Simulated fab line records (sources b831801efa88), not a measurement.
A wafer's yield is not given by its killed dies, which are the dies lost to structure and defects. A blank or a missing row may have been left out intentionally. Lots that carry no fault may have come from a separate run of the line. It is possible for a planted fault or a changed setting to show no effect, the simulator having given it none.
Struck lot and sound lot, side by side | flow sky130 | 32 steps out of a route of 708
Sound: these wafers, L228.3, L228.4, L228.6. Struck: wafers L237.3, L237.6. (L237.4 of the same lot was not struck and is left out.) The cause comes at the end.
Per side, at each step with rows, come the tool, then ch with its chambers, and then its first start. Under that, the readings that differ: sound wafers | struck wafers | difference of the means | sigmas: that difference in standard deviations of wafers without a fault.
alike: readings whose means differ by less than 2 such deviations, and words and numbers that are the same on both sides. not compared: withheld readings, readings that some wafer has no value for, bounds like >300 that may hide the same value, and numbers for which the record gives no deviation and whose values overlap.
The two part at a step that has a row with sigmas, a row that says differs or no value, or rows on one side only. Non-overlapping numbers with no deviation appear without sigmas and do not part them. Lack of a reading on every wafer of one side parts them only where that side has two or more wafers.

first, 10 steps without rows for these wafers: SKY_LI_CONTACT_EXPOSE_09 (exposes mask LICM1, target cd 170 nm); SKY_LI_CONTACT_PEB_10; SKY_LI_CONTACT_DEVELOP_11 (develop time 60 s); SKY_LI_CONTACT_ETCH_14 (etches BARC in N2/H2, stops on SiO2, time 45.9 s, target depth 60 nm); SKY_LI_CONTACT_ETCH_15 (etches PSG in C4F8/O2/Ar, stops on Si, target depth 600 nm); SKY_LI_CONTACT_STRIP_16 (strips in O2/N2); SKY_LI_CONTACT_CLEAN_17 (cleans in NMP, time 600 s); SKY_LI_CONTACT_PRE_CLEAN_18 (time 5.6 s); SKY_LI_CONTACT_SPUTTER_19 (material Ti, target thk 20 nm, time 106.37 s); SKY_LI_CONTACT_SPUTTER_20 (material TiN, target thk 20 nm, time 80 s).
SKY_LI_CONTACT_CVD_21: deposits W, target thk 400 nm, time 120.56 s.
  sound on cvd w-02 ch 0,1, day 30 08:20; struck on cvd w-02 ch 1, day 33 17:32
  alike: heater power w
then, 20 steps without rows for these wafers: SKY_LI_CONTACT_CMP_24 (polishes, stops on PSG, t overpolish 20 s, target thk 0 nm); SKY_LOCAL_INTERCONNECT_SPUTTER_00 (material TiN, target thk 100 nm, time 83.3 s); SKY_LOCAL_INTERCONNECT_DEHYDRATE_03 (time 60 s); SKY_LOCAL_INTERCONNECT_HMDS_04 (prime time 60 s); SKY_LOCAL_INTERCONNECT_COAT_05 (resist thk 60 nm); SKY_LOCAL_INTERCONNECT_COAT_06 (resist thk 450 nm); SKY_LOCAL_INTERCONNECT_SOFTBAKE_07 (time 90 s); SKY_LOCAL_INTERCONNECT_EXPOSE_08 (exposes mask LI1M, target cd 170 nm); SKY_LOCAL_INTERCONNECT_PEB_09; SKY_LOCAL_INTERCONNECT_DEVELOP_10 (develop time 60 s); SKY_LOCAL_INTERCONNECT_ETCH_13 (etches BARC in N2/H2, stops on SiO2, time 45.9 s, target depth 60 nm); SKY_LOCAL_INTERCONNECT_METAL_ETCH_14 (etches TiN in Cl2/BCl3, stops on PSG, target depth 110 nm, time 31.4 s); SKY_LOCAL_INTERCONNECT_STRIP_15 (strips in O2/N2); SKY_LOCAL_INTERCONNECT_STRIP_16 (strips in post etch residue remover, time 1200 s); SKY_LOCAL_INTERCONNECT_CLEAN_17 (cleans in IPA, time 180 s); SKY_LOCAL_INTERCONNECT_CLEAN_18 (cleans in O3/DIW); SKY_CONTACT_CVD_00 (deposits Si3N4, target thk 75 nm); SKY_CONTACT_HDPCVD_02 (deposits SiO2, target thk 565 nm, time 94.2 s); SKY_CONTACT_CMP_04 (polishes SiO2); SKY_CONTACT_DEHYDRATE_06 (time 60 s).
-- the record jumps here: 15 days lie between the struck wafers' starts before and after (it left off in module CONTACT and takes up again in module PAD_OPEN, whose first step shown is number 708 of the route) --
SKY_PAD_OPEN_PROBE_99:
  sound: prober-02 at day 46 16:56; struck: prober-02 at day 49 01:50
  reading            | sound    | struck  | difference | sigmas
  killed at contacts | 36 27 27 | 59 54   | +26        | +5
  killed dies        | 88 89 93 | 123 115 | +29        | +3
  alike: killed_at_M0_to_M3, killed_at_M4_up, killed at front end, killed at other, killed open, killed short

WHERE THEY PART
Only at SKY_PAD_OPEN_PROBE_99, within this record.

WHY: what had been put in by the simulator
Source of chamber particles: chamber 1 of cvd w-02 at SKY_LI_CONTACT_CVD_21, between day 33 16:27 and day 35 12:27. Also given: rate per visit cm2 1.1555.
